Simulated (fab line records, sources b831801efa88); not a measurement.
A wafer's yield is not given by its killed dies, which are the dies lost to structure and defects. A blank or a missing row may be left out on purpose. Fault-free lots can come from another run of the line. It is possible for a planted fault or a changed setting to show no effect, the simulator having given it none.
fab line records + flow gf180mcu
record
- lots=12
- wafers=36
- last_day=34
route steps=602 shown HV_LDD@209 PSD@255 M1@318 V1@357
lots that met no fault: taken from a fault-free run of the same line
start_h: hours from the record's opening day to when the first of the lot's shown wafers began + wait_h: hours since the lot's step before + " the same as in the row above + L1.1+2: a single row standing in for several wafers + - value missing, or start not given + * or withheld: withheld + < > ~ a bound
route shown NAME@n: a module of which the file shows steps, and the number in the route of the first + usual: mean and standard deviation over wafers with no fault + same: alike in all rows + chamber/n: place in a boat + sites: per-site readings + _std_site: standard deviation across them + _edge_site: mean of outer sites minus mean of inner sites + radius_mm: for every site, how far away it sits from the centre of the wafer + mask NAME#n: copy n + behind: tool/chamber where the wafer was last shaped + hold: cause of the lot's hold/its duration in hours/its outcome + device: whichever transistor did not switch (one of n, p or np) + end of line: the tests these same wafers got at the end of their route + for a step that has no rows: nothing shown but its recipe + killed: count of dies lost to structure and defects at first sort (not the wafer's yield) + map: dies across one wafer; x = killed, . = not, _ = none there
set.NAME: setting as actually run; set.NAME@STEP: the setting as run at that earlier step + model.NAME: the simulator's own value behind a step, which no gauge read
the route's steps for a sample of lots (tables are steps, rows are wafers)
services: a tool's chamber out of use, with start hour (start_h, from the record's first day; less than 0 if before it), hours out, and reason
## steps
# step GF_HV_LDD_IMPLANT_33
# recipe
- species=P
- energy_kev=60
- dose_cm2=7.5e+12
- tilt_deg=30
- rotation_deg=0
# usual
- dose_ions_cm2=7.5e+12/8.2e+09
- end_station_pressure_torr=5.04e-06/2.5e-07
- faraday_current_uA=42.3/0.9
# same
- implant_ion_amu=31
| lot.wafer | tool         | chamber | start_h | wait_h | dose_ions_cm2 | end_station_pressure_torr | faraday_current_uA |
|-----------|--------------|---------|---------|--------|---------------|---------------------------|--------------------|
| L848.3    | implanter-02 | 0       | 255.07  | 0.1    | 7.512e+12     | 5.33e-06                  | 42.9               |
| L848.4    | "            | 0       | "       | "      | 7.497e+12     | 5.38e-06                  | 41.6               |
| L848.6    | "            | 0       | "       | "      | 7.506e+12     | 4.57e-06                  | 42.1               |
| L849.3    | implanter-01 | 0       | 265.27  | 0.1    | 7.498e+12     | 4.86e-06                  | 40.6               |
| L849.4    | "            | 0       | "       | "      | 7.514e+12     | 5.09e-06                  | 41.1               |
| L849.6    | "            | 0       | "       | "      | 7.491e+12     | 5.23e-06                  | 42.1               |
| L851.2    | implanter-01 | 0       | 276.87  | 0.0    | 7.491e+12     | 5.21e-06                  | 42.0               |
| L851.4    | "            | 0       | "       | "      | 7.506e+12     | 5.06e-06                  | 42.9               |
| L851.6    | "            | 0       | "       | "      | 7.504e+12     | 4.92e-06                  | 42.0               |
| L852.1    | implanter-01 | 0       | 286.04  | 0.0    | 7.507e+12     | 4.68e-06                  | 42.5               |
| L852.2    | "            | 0       | "       | "      | 7.502e+12     | 5.11e-06                  | 41.9               |
| L852.5    | "            | 0       | "       | "      | 7.496e+12     | 5.06e-06                  | 42.7               |
| L853.1    | implanter-04 | 0       | 289.92  | 0.0    | 7.5e+12       | 5.01e-06                  | 42.5               |
| L853.3    | "            | 0       | "       | "      | 7.498e+12     | 4.9e-06                   | 41.2               |
| L853.4    | "            | 0       | "       | "      | 7.507e+12     | 5.08e-06                  | 42.2               |
| L854.3    | implanter-02 | 0       | 293.82  | 0.1    | 7.504e+12     | 5.07e-06                  | 43.3               |
| L854.4    | "            | 0       | "       | "      | 7.506e+12     | 4.78e-06                  | 43.5               |
| L854.5    | "            | 0       | "       | "      | 7.505e+12     | 4.67e-06                  | 42.5               |
| L856.1    | implanter-04 | 0       | 315.25  | 0.0    | 7.504e+12     | 5.06e-06                  | 42.4               |
| L856.2    | "            | 0       | "       | "      | 7.498e+12     | 4.76e-06                  | 41.9               |
| L856.5    | "            | 0       | "       | "      | 7.5e+12       | 4.66e-06                  | 42.6               |
| L861.3    | implanter-04 | 0       | 353.84  | 0.1    | 2.455e+12     | 4.8e-06                   | 13.4               |
| L861.5    | "            | 0       | "       | "      | 2.458e+12     | 5.37e-06                  | 13.8               |
| L861.6    | "            | 0       | "       | "      | 2.462e+12     | 5.11e-06                  | 14.3               |
| L863.3    | implanter-04 | 0       | 370.14  | 0.1    | 2.458e+12     | 4.53e-06                  | 14.3               |
| L863.4    | "            | 0       | "       | "      | 2.454e+12     | 5.36e-06                  | 14.1               |
| L863.5    | "            | 0       | "       | "      | 2.462e+12     | 4.86e-06                  | 13.2               |
| L868.2    | implanter-01 | 0       | 415.14  | 0.0    | 7.504e+12     | 5.22e-06                  | 42.0               |
| L868.3    | "            | 0       | "       | "      | 7.511e+12     | 4.74e-06                  | 41.8               |
| L868.6    | "            | 0       | "       | "      | 7.489e+12     | 5.37e-06                  | 43.7               |
| L869.3    | implanter-01 | 0       | 419.30  | 0.1    | 7.492e+12     | 5.23e-06                  | 42.6               |
| L869.5    | "            | 0       | "       | "      | 7.495e+12     | 4.84e-06                  | 43.1               |
| L869.6    | "            | 0       | "       | "      | 7.487e+12     | 4.8e-06                   | 41.6               |
| L870.1    | implanter-02 | 0       | 431.34  | 0.0    | 7.491e+12     | 5.22e-06                  | 43.2               |
| L870.4    | "            | 0       | "       | "      | 7.496e+12     | 4.81e-06                  | 41.7               |
| L870.6    | "            | 0       | "       | "      | 7.502e+12     | 4.82e-06                  | 43.0               |
# step GF_HV_LDD_TW_MEAS_38
# usual
- HV_LDD_3_TW=1447/9.1
| lot.wafer | tool          | chamber | start_h | wait_h | HV_LDD_3_TW |
|-----------|---------------|---------|---------|--------|-------------|
| L848.3    | film_metro-04 | -       | 255.74  | 0.1    | 1450        |
| L848.4    | "             | -       | "       | "      | 1459        |
| L848.6    | "             | -       | "       | "      | 1450        |
| L849.3    | film_metro-04 | -       | 265.94  | 0.1    | 1454        |
| L849.4    | "             | -       | "       | "      | 1447        |
| L849.6    | "             | -       | "       | "      | 1456        |
| L851.2    | film_metro-02 | -       | 277.56  | 0.1    | 1436        |
| L851.4    | "             | -       | "       | "      | 1440        |
| L851.6    | "             | -       | "       | "      | 1433        |
| L852.1    | film_metro-02 | -       | 286.74  | 0.1    | 1433        |
| L852.2    | "             | -       | "       | "      | 1428        |
| L852.5    | "             | -       | "       | "      | 1442        |
| L853.1    | film_metro-01 | -       | 290.62  | 0.1    | 1461        |
| L853.3    | "             | -       | "       | "      | 1456        |
| L853.4    | "             | -       | "       | "      | 1453        |
| L854.3    | film_metro-01 | -       | 294.49  | 0.1    | 1466        |
| L854.4    | "             | -       | "       | "      | 1462        |
| L854.5    | "             | -       | "       | "      | 1466        |
| L856.1    | film_metro-04 | -       | 315.95  | 0.1    | 1456        |
| L856.2    | "             | -       | "       | "      | 1453        |
| L856.5    | "             | -       | "       | "      | 1447        |
| L861.3    | film_metro-01 | -       | 354.51  | 0.1    | 1368        |
| L861.5    | "             | -       | "       | "      | 1368        |
| L861.6    | "             | -       | "       | "      | 1369        |
| L863.3    | film_metro-04 | -       | 370.81  | 0.1    | 1367        |
| L863.4    | "             | -       | "       | "      | 1366        |
| L863.5    | "             | -       | "       | "      | 1357        |
| L868.2    | film_metro-02 | -       | 415.83  | 0.1    | 1439        |
| L868.3    | "             | -       | "       | "      | 1443        |
| L868.6    | "             | -       | "       | "      | 1434        |
| L869.3    | film_metro-02 | -       | 419.97  | 0.1    | 1446        |
| L869.5    | "             | -       | "       | "      | 1440        |
| L869.6    | "             | -       | "       | "      | 1443        |
| L870.1    | film_metro-04 | -       | 432.04  | 0.1    | 1455        |
| L870.4    | "             | -       | "       | "      | 1455        |
| L870.6    | "             | -       | "       | "      | 1460        |
# step GF_HV_LDD_RS_MEAS_53
# recipe
- thk_meas_gauge=four-point-probe
# usual
- HV_LDD_RS=418.3/0.98
| lot.wafer | tool          | chamber | start_h | wait_h | HV_LDD_RS[ohm/sq] |
|-----------|---------------|---------|---------|--------|-------------------|
| L848.3    | film_metro-01 | -       | 275.28  | 0.1    | 419.6             |
| L848.4    | "             | -       | "       | "      | 418.0             |
| L848.6    | "             | -       | "       | "      | 418.7             |
| L849.3    | film_metro-01 | -       | 285.34  | 0.1    | 420.1             |
| L849.4    | "             | -       | "       | "      | 419.5             |
| L849.6    | "             | -       | "       | "      | 419.9             |
| L851.2    | film_metro-02 | -       | 297.50  | 0.1    | 417.8             |
| L851.4    | "             | -       | "       | "      | 416.7             |
| L851.6    | "             | -       | "       | "      | 415.8             |
| L852.1    | film_metro-04 | -       | 307.53  | 0.1    | 417.3             |
| L852.2    | "             | -       | "       | "      | 418.2             |
| L852.5    | "             | -       | "       | "      | 418.4             |
| L853.1    | film_metro-01 | -       | 311.50  | 0.1    | 418.3             |
| L853.3    | "             | -       | "       | "      | 418.5             |
| L853.4    | "             | -       | "       | "      | 418.5             |
| L854.3    | film_metro-04 | -       | 315.39  | 0.1    | 419.0             |
| L854.4    | "             | -       | "       | "      | 418.5             |
| L854.5    | "             | -       | "       | "      | 418.2             |
| L856.1    | film_metro-01 | -       | 336.97  | 0.1    | 421.0             |
| L856.2    | "             | -       | "       | "      | 419.6             |
| L856.5    | "             | -       | "       | "      | 419.8             |
| L861.3    | film_metro-04 | -       | 376.77  | 0.1    | 431.9             |
| L861.5    | "             | -       | "       | "      | 433.4             |
| L861.6    | "             | -       | "       | "      | 433.5             |
| L863.3    | film_metro-02 | -       | 392.76  | 0.1    | 431.5             |
| L863.4    | "             | -       | "       | "      | 432.5             |
| L863.5    | "             | -       | "       | "      | 433.0             |
| L868.2    | film_metro-04 | -       | 440.04  | 0.1    | 417.7             |
| L868.3    | "             | -       | "       | "      | 417.9             |
| L868.6    | "             | -       | "       | "      | 417.9             |
| L869.3    | film_metro-01 | -       | 444.71  | 0.1    | 418.9             |
| L869.5    | "             | -       | "       | "      | 419.8             |
| L869.6    | "             | -       | "       | "      | 419.5             |
| L870.1    | film_metro-02 | -       | 456.62  | 0.1    | 419.5             |
| L870.4    | "             | -       | "       | "      | 418.9             |
| L870.6    | "             | -       | "       | "      | 419.0             |
# step GF_PSD_CD_MEAS_07
# recipe
- target_cd_nm=400
# usual
- cd_nm=399.4/2.1
| lot.wafer | tool      | chamber | start_h | wait_h | cd_nm |
|-----------|-----------|---------|---------|--------|-------|
| L848.3    | cd_sem-02 | -       | 318.20  | 0.1    | 398.8 |
| L848.4    | "         | -       | "       | "      | 397.0 |
| L848.6    | "         | -       | "       | "      | 402.1 |
| L849.3    | cd_sem-01 | -       | 328.93  | 0.1    | 396.7 |
| L849.4    | "         | -       | "       | "      | 396.9 |
| L849.6    | "         | -       | "       | "      | 393.5 |
| L851.2    | cd_sem-02 | -       | 342.56  | 0.1    | 401.1 |
| L851.4    | "         | -       | "       | "      | 397.5 |
| L851.6    | "         | -       | "       | "      | 398.2 |
| L852.1    | cd_sem-02 | -       | 353.04  | 0.1    | 398.4 |
| L852.2    | "         | -       | "       | "      | 399.0 |
| L852.5    | "         | -       | "       | "      | 398.7 |
| L853.1    | cd_sem-01 | -       | 357.16  | 0.1    | 399.5 |
| L853.3    | "         | -       | "       | "      | 395.2 |
| L853.4    | "         | -       | "       | "      | 396.3 |
| L854.3    | cd_sem-01 | -       | 361.95  | 0.1    | 401.3 |
| L854.4    | "         | -       | "       | "      | 399.2 |
| L854.5    | "         | -       | "       | "      | 399.9 |
| L856.1    | cd_sem-01 | -       | 383.61  | 0.1    | 397.6 |
| L856.2    | "         | -       | "       | "      | 399.5 |
| L856.5    | "         | -       | "       | "      | 399.1 |
| L861.3    | cd_sem-02 | -       | 423.08  | 0.1    | 400.2 |
| L861.5    | "         | -       | "       | "      | 400.0 |
| L861.6    | "         | -       | "       | "      | 399.5 |
| L863.3    | cd_sem-01 | -       | 441.38  | 0.1    | 399.6 |
| L863.4    | "         | -       | "       | "      | 398.5 |
| L863.5    | "         | -       | "       | "      | 399.8 |
| L868.2    | cd_sem-02 | -       | 491.51  | 0.1    | 399.6 |
| L868.3    | "         | -       | "       | "      | 401.6 |
| L868.6    | "         | -       | "       | "      | 401.8 |
| L869.3    | cd_sem-01 | -       | 495.58  | 0.1    | 396.9 |
| L869.5    | "         | -       | "       | "      | 397.6 |
| L869.6    | "         | -       | "       | "      | 398.0 |
| L870.1    | cd_sem-01 | -       | 507.69  | 0.1    | 400.9 |
| L870.4    | "         | -       | "       | "      | 400.8 |
| L870.6    | "         | -       | "       | "      | 399.8 |
# step GF_M1_SPUTTER_03
# recipe
- material=Ti
- target_thk_nm=10
- substrate_temp_c=300
- chamber_pressure_pa=0.3
- power_w=3000
- time_s=6.7
# usual
- chamber_pressure_pa=0.3001/0.00054
- throttle_valve_pct=30.0/0.89
| lot.wafer | tool           | chamber | start_h | wait_h | chamber_pressure_pa | throttle_valve_pct |
|-----------|----------------|---------|---------|--------|---------------------|--------------------|
| L848.3    | pvd_sputter-01 | -       | 364.90  | 0.0    | 0.3002              | 30.8               |
| L848.4    | "              | -       | "       | "      | 0.2998              | 31.1               |
| L848.6    | "              | -       | "       | "      | 0.3001              | 30.7               |
| L849.3    | pvd_sputter-04 | -       | 375.51  | 0.0    | 0.2998              | 31.0               |
| L849.4    | "              | -       | "       | "      | 0.3009              | 30.5               |
| L849.6    | "              | -       | "       | "      | 0.2992              | 30.3               |
| L851.2    | pvd_sputter-01 | -       | 389.94  | 0.0    | 0.2997              | 30.8               |
| L851.4    | "              | -       | "       | "      | 0.3001              | 31.3               |
| L851.6    | "              | -       | "       | "      | 0.3006              | 31.1               |
| L852.1    | pvd_sputter-02 | -       | 400.67  | 0.0    | 0.3006              | 29.1               |
| L852.2    | "              | -       | "       | "      | 0.3001              | 30.0               |
| L852.5    | "              | -       | "       | "      | 0.3000              | 29.8               |
| L853.1    | pvd_sputter-01 | -       | 409.36  | 0.0    | 0.3000              | 31.5               |
| L853.3    | "              | -       | "       | "      | 0.3008              | 31.2               |
| L853.4    | "              | -       | "       | "      | 0.3008              | 31.3               |
| L854.3    | pvd_sputter-04 | -       | 411.46  | 0.0    | 0.3008              | 29.8               |
| L854.4    | "              | -       | "       | "      | 0.2998              | 30.5               |
| L854.5    | "              | -       | "       | "      | 0.3005              | 30.5               |
| L856.1    | pvd_sputter-01 | -       | 435.21  | 0.0    | 0.3004              | 31.3               |
| L856.2    | "              | -       | "       | "      | 0.2992              | 30.8               |
| L856.5    | "              | -       | "       | "      | 0.2991              | 30.8               |
| L861.3    | pvd_sputter-02 | -       | 476.02  | 0.0    | 0.2998              | 29.8               |
| L861.5    | "              | -       | "       | "      | 0.3006              | 28.5               |
| L861.6    | "              | -       | "       | "      | 0.3004              | 30.0               |
| L863.3    | pvd_sputter-04 | -       | 492.67  | 0.0    | 0.3001              | 30.4               |
| L863.4    | "              | -       | "       | "      | 0.3001              | 29.5               |
| L863.5    | "              | -       | "       | "      | 0.3005              | 31.0               |
| L868.2    | pvd_sputter-02 | -       | 541.48  | 0.0    | 0.3003              | 30.0               |
| L868.3    | "              | -       | "       | "      | 0.3003              | 30.1               |
| L868.6    | "              | -       | "       | "      | 0.3000              | 30.1               |
| L869.3    | pvd_sputter-04 | -       | 545.12  | 0.0    | 0.2999              | 29.8               |
| L869.5    | "              | -       | "       | "      | 0.2993              | 29.8               |
| L869.6    | "              | -       | "       | "      | 0.3007              | 30.9               |
| L870.1    | pvd_sputter-01 | -       | 556.97  | 0.0    | 0.2999              | 31.4               |
| L870.4    | "              | -       | "       | "      | 0.3001              | 30.6               |
| L870.6    | "              | -       | "       | "      | 0.2994              | 31.4               |
# step GF_V1_SPUTTER_22
# recipe
- material=TiN
- target_thk_nm=10
- chamber_pressure_pa=5
- power_w=4000
- time_s=40
# usual
- chamber_pressure_pa=4.999/0.011
- throttle_valve_pct=30.1/0.92
| lot.wafer | tool           | chamber | start_h | wait_h | chamber_pressure_pa | throttle_valve_pct |
|-----------|----------------|---------|---------|--------|---------------------|--------------------|
| L848.3    | pvd_sputter-03 | -       | 411.04  | 0.0    | 5.011               | 30.2               |
| L848.4    | "              | -       | "       | "      | 4.999               | 30.9               |
| L848.6    | "              | -       | "       | "      | 5.021               | 29.8               |
| L849.3    | pvd_sputter-02 | -       | 421.32  | 0.0    | 5.006               | 29.8               |
| L849.4    | "              | -       | "       | "      | 4.996               | 30.0               |
| L849.6    | "              | -       | "       | "      | 5.008               | 28.2               |
| L851.2    | pvd_sputter-03 | -       | 438.88  | 0.0    | 5.021               | 30.0               |
| L851.4    | "              | -       | "       | "      | 5.000               | 30.3               |
| L851.6    | "              | -       | "       | "      | 4.992               | 32.1               |
| L852.1    | pvd_sputter-04 | -       | 449.42  | 0.0    | 4.997               | 29.5               |
| L852.2    | "              | -       | "       | "      | 5.007               | 30.9               |
| L852.5    | "              | -       | "       | "      | 4.988               | 30.5               |
| L853.1    | pvd_sputter-03 | -       | 458.67  | 0.0    | 4.995               | 30.9               |
| L853.3    | "              | -       | "       | "      | 5.007               | 29.6               |
| L853.4    | "              | -       | "       | "      | 5.001               | 30.0               |
| L854.3    | pvd_sputter-03 | -       | 461.12  | 0.0    | 5.003               | 31.0               |
| L854.4    | "              | -       | "       | "      | 4.993               | 29.8               |
| L854.5    | "              | -       | "       | "      | 5.005               | 30.3               |
| L856.1    | pvd_sputter-04 | -       | 485.69  | 0.0    | 4.997               | 29.2               |
| L856.2    | "              | -       | "       | "      | 4.973               | 30.7               |
| L856.5    | "              | -       | "       | "      | 4.999               | 29.0               |
| L861.3    | pvd_sputter-04 | -       | 524.73  | 0.0    | 5.003               | 30.9               |
| L861.5    | "              | -       | "       | "      | 4.981               | 29.7               |
| L861.6    | "              | -       | "       | "      | 4.993               | 30.8               |
| L863.3    | pvd_sputter-04 | -       | 540.39  | 0.0    | 5.002               | 30.9               |
| L863.4    | "              | -       | "       | "      | 5.011               | 29.4               |
| L863.5    | "              | -       | "       | "      | 5.005               | 29.7               |
| L868.2    | pvd_sputter-03 | -       | 587.45  | 0.0    | 5.019               | 29.4               |
| L868.3    | "              | -       | "       | "      | 5.005               | 30.3               |
| L868.6    | "              | -       | "       | "      | 4.995               | 30.8               |
| L869.3    | pvd_sputter-02 | -       | 590.86  | 0.0    | 4.997               | 30.2               |
| L869.5    | "              | -       | "       | "      | 4.987               | 30.0               |
| L869.6    | "              | -       | "       | "      | 5.002               | 28.4               |
| L870.1    | pvd_sputter-02 | -       | 602.11  | 0.0    | 4.999               | 30.0               |
| L870.4    | "              | -       | "       | "      | 4.995               | 29.9               |
| L870.6    | "              | -       | "       | "      | 5.007               | 29.1               |
## services
| tool           | chamber | start_h | hours | kind                   |
|----------------|---------|---------|-------|------------------------|
| pvd_sputter-02 | 1       | 259.60  | -     | consumable_replace:kit |
| pvd_sputter-02 | 1       | 259.60  | 18.0  | scheduled_down         |
| pvd_sputter-03 | -       | 278.44  | 1.1   | repair                 |
| implanter-02   | -       | 283.52  | 4.5   | pm                     |
| implanter-04   | -       | 316.81  | 6.3   | pm                     |
| pvd_sputter-04 | 0       | 330.45  | -     | consumable_replace:kit |
| pvd_sputter-04 | 0       | 330.45  | 18.0  | scheduled_down         |
| pvd_sputter-04 | 0       | 330.45  | 18.0  | vent_cycle             |
| pvd_sputter-02 | -       | 337.11  | 0.6   | repair                 |
| implanter-01   | -       | 342.03  | 1.3   | repair                 |
| implanter-02   | -       | 352.74  | 3.3   | repair                 |
| implanter-02   | -       | 369.37  | 2.8   | repair                 |
| implanter-02   | -       | 378.80  | 1.1   | repair                 |
| implanter-04   | -       | 382.40  | 4.3   | repair                 |
| implanter-01   | -       | 391.78  | 13.1  | pm                     |
| pvd_sputter-01 | -       | 397.91  | 6.1   | repair                 |
| implanter-01   | -       | 404.89  | 4.7   | pm                     |
| implanter-04   | -       | 476.94  | 2.5   | repair                 |
| implanter-01   | -       | 509.30  | 2.8   | pm                     |
| implanter-04   | -       | 539.44  | 3.4   | pm                     |
| implanter-02   | -       | 565.97  | 5.1   | repair                 |
| implanter-04   | -       | 578.59  | 3.9   | repair                 |
| implanter-02   | -       | 586.73  | 0.6   | repair                 |
| implanter-04   | -       | 589.52  | 8.4   | repair                 |
## key
first_sign
- step=GF_HV_LDD_IMPLANT_33
- reading=dose_ions_cm2
- direction=down
- sigmas=99+
- usual=7.5e+12
- struck=2.458e+12
effect
- step=GF_HV_LDD_IMPLANT_33
- reading=faraday_current_uA
- direction=down
- sigmas=32
- usual=42.3
- struck=13.9
effect
- step=GF_HV_LDD_TW_MEAS_38
- reading=HV_LDD_3_TW
- direction=down
- sigmas=8.9
- usual=1447
- struck=1366
effect
- step=GF_HV_LDD_RS_MEAS_53
- reading=HV_LDD_RS
- direction=up
- sigmas=15
- usual=418.3
- struck=432.6
met_at GF_HV_LDD_IMPLANT_33
struck_lots L861,L863
tester_left_out L861,L863
not_acting_at GF_PSD_CD_MEAS_07,GF_M1_SPUTTER_03,GF_V1_SPUTTER_22
onset_between 315.25 353.84
fault
- kind=process_parameter_drift
- tool=implanter-04
- chamber=-
- onset_h=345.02
- steps=GF_HV_LDD_IMPLANT_33
- channel=dose_cm2
- offset=-5.0373e+12
- shape=step
- end_h=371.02
- acts_in=these_recipes_only
- stated=7.5e+12
# tester_left_out: of these lots the tester's yield and bins aren't shown, on N5 and GAA mostly nor the transistor test; their killed dies are dies lost to structure and defects alone, not to doping, threshold or leakage, so they don't give the yield
